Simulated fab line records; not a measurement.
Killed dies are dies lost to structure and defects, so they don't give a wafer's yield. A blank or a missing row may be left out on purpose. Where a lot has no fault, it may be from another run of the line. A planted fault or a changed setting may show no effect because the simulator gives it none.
Chamber matching | flow sky130 | hdpcvd-02 running SKY_VIA2_HDPCVD_00: 3 sister chambers
The step deposits SiO2, target thk 1180 nm, time 196.7 s. 16 wafers are shown with their chamber, then 7 later ones without.

== WAFERS, EACH WITH ITS CHAMBER ==
wafer  | chamber | runLengthS (s)
L784.1 | 1       | 224.1
L784.4 | 0       | 224.5
L784.5 | 2       | 224.2
L785.2 | 2       | 225.1
L785.3 | 1       | 224.0
L785.6 | 0       | 224.3
L791.3 | 1       | 224.1
L791.6 | 2       | 224.2
L793.1 | 1       | 224.0
L793.6 | 2       | 224.7
L794.2 | 1       | 224.7
L794.4 | 2       | 224.4
L795.3 | 1       | 224.5
L795.5 | 2       | 224.6
L804.4 | 1       | 224.5
L804.5 | 2       | 224.5

SIGNATURES, as means of the wafers listed above
reading    | chamber 0 | chamber 1 | chamber 2 | scatter within a chamber
runLengthS | 224.400   | 224.271   | 224.529   | 0.292
Rule: a wafer lies at a distance from a chamber equal to the root of the sum of squares, over the readings, of (its reading less the chamber's mean, divided by the reading's scatter). The wafer belongs to the nearest chamber; if the next one is less than 2 further off, it can't be placed. The scatter: take each reading less its chamber's mean, square it, sum over the shown wafers, divide by the number of wafers less the number of chambers, and take the root.

== WAFERS WITH NO CHAMBER GIVEN ==
wafer  | runLengthS (s)
L804.6 | 223.8
L807.1 | 224.6
L807.3 | 223.9
L807.6 | 224.1
L806.4 | 224.2
L806.5 | 224.1
L806.6 | 224.7

== THE CHAMBER EACH PASSED THROUGH ==
wafer  | from the rows above          | in truth
L804.6 | can't be placed: 1 or 0 or 2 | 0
L807.1 | can't be placed: 2 or 0 or 1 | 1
L807.3 | can't be placed: 1 or 0 or 2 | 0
L807.6 | can't be placed: 1 or 0 or 2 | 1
L806.4 | can't be placed: 1 or 0 or 2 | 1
L806.5 | can't be placed: 1 or 0 or 2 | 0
L806.6 | can't be placed: 2 or 0 or 1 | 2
Placed correctly: 0 of 7. Not placeable from these rows: 7 (in 7, the candidates include the true chamber). Number placed wrongly: 0.
